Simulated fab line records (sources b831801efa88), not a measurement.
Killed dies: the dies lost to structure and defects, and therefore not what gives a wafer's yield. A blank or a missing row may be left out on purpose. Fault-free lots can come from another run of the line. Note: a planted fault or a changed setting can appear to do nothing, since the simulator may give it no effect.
A struck lot beside a sound one    flow sky130    20 steps out of a route of 708
Sound: these wafers, L789.2, L789.4, L789.5. Wafers L799.1, L799.4, L799.5 were the ones struck. The cause is named last.
Per side, at each step with rows, come the tool, then ch with its chambers, and then its first start. Under that, the readings that differ: sound wafers    struck wafers    difference of the means    sigmas: that difference in standard deviations of wafers without a fault.
alike: same words and numbers on both sides, and readings whose means sit less than 2 such deviations apart. not compared: any withheld reading, any reading some wafer has no value for, any bound like >300 that may hide the same value, and any number with overlapping values for which the record gives no deviation.
A row with sigmas, a row that says differs or no value, or rows on one side alone: a step with any of these is where the two part. Non-overlapping numbers with no deviation appear without sigmas and do not part them. A reading missing from all wafers of one side parts the sides only when that side holds two or more wafers.

first, 6 steps without rows for these wafers: SKY_VT_ADJUST_PCH_HMDS_01 (prime time 60 s); SKY_VT_ADJUST_PCH_COAT_02 (resist thk 3000 nm); SKY_VT_ADJUST_PCH_SOFTBAKE_03; SKY_VT_ADJUST_PCH_EXPOSE_04 (exposes mask NWM, target cd 840 nm); SKY_VT_ADJUST_PCH_PEB_05; SKY_VT_ADJUST_PCH_DEVELOP_06 (develop time 60 s).
SKY_VT_ADJUST_PCH_OVL_MEAS_07:
  struck on overlay-02, day 16 03:28; sound on overlay-01, day 13 07:40
  alike: VT_ADJUST_PCH_OVL
next, for these wafers, 1 step has no rows: SKY_VT_ADJUST_PCH_IMPLANT_08.
SKY_VT_ADJUST_PCH_STRIP_09: strips in O2/N2.
  sound on plasma-asher-04 ch 0,1, day 13 07:51; struck on plasma-asher-01 ch 0,1, day 16 03:39
  alike: drypump-motor-current-A, oes-product-au, strip-time-to-endpoint-s
  not compared: rf-hours-counter-h
SKY_VT_ADJUST_PCH_TW_MEAS_10:
  struck on film-metro-04, day 16 03:45; sound on film-metro-03, day 13 07:58
reading           sound              struck             difference  sigmas
VT_ADJUST_PCH_TW  142.6 141.9 142.8  143.8 144.1 144.4  +1.7        +2
then, 2 steps without rows for these wafers: SKY_SONOS_TUNNEL_DEHYDRATE_00 (time 60 s); SKY_SONOS_TUNNEL_HMDS_01 (prime time 60 s).
SKY_SONOS_TUNNEL_COAT_02: resist thk 1140 nm.
  sound on litho-track-03 ch 0, day 13 19:35; struck on litho-track-02, day 16 17:38
  no value came back on the struck wafers for chill-plate-temp-C (C), dispense-pressure-kPa (kPa); on the sound wafers chill-plate-temp-C (C) reads 22.95 22.99 22.78
then, 4 steps without rows for these wafers: SKY_SONOS_TUNNEL_SOFTBAKE_03 (time 60 s); SKY_SONOS_TUNNEL_EXPOSE_04 (exposes mask TUNM, target cd 410 nm); SKY_SONOS_TUNNEL_PEB_05; SKY_SONOS_TUNNEL_DEVELOP_06 (develop time 60 s).
SKY_SONOS_TUNNEL_CD_MEAS_07 targets a cd of 410 nm.
  struck on cd-sem-02, day 17 08:07; sound on cd-sem-01, day 14 09:08
reading     sound              struck  difference                     sigmas
cd-nm (nm)  409.9 409.2 410.8  - - -   no value on the struck wafers  
SKY_SONOS_TUNNEL_OVL_MEAS_08:
  struck on overlay-01, day 17 08:14; sound on overlay-01, day 14 09:14
reading                sound        struck  difference                     sigmas
SONOS_TUNNEL_OVL (nm)  0.0 2.4 1.5  - - -   no value on the struck wafers  
-- here the record skips 33 days between the struck wafers' starts before and after, leaving off in module SONOS_TUNNEL and picking up in module PAD_OPEN (first step shown: number 708 of the route) --
SKY_PAD_OPEN_PROBE_99:
  struck on prober-01, day 50 01:50; sound on prober-02, day 48 04:17
reading              sound     struck                                                                difference                    sigmas
hold                 - - -     await-dispo/3.3h/scrap await-dispo/3.3h/scrap await-dispo/3.3h/scrap  no value on the sound wafers  
killed-at-front-end  24 10 22  430 430 405                                                           +403                          +88
killed-dies          89 99 93  492 492 492                                                           +398                          +40
killed-on-rim        17 15 18  96 96 96                                                              +79                           +19
  alike: killed_at_M0_to_M3, killed_at_M4_up, killed-at-contacts, killed-at-other, killed-open, killed-short

## WHERE THEY PART
Earliest at SKY_VT_ADJUST_PCH_TW_MEAS_10; latest, in this record, at SKY_PAD_OPEN_PROBE_99.

WHY: whatever the simulator had introduced
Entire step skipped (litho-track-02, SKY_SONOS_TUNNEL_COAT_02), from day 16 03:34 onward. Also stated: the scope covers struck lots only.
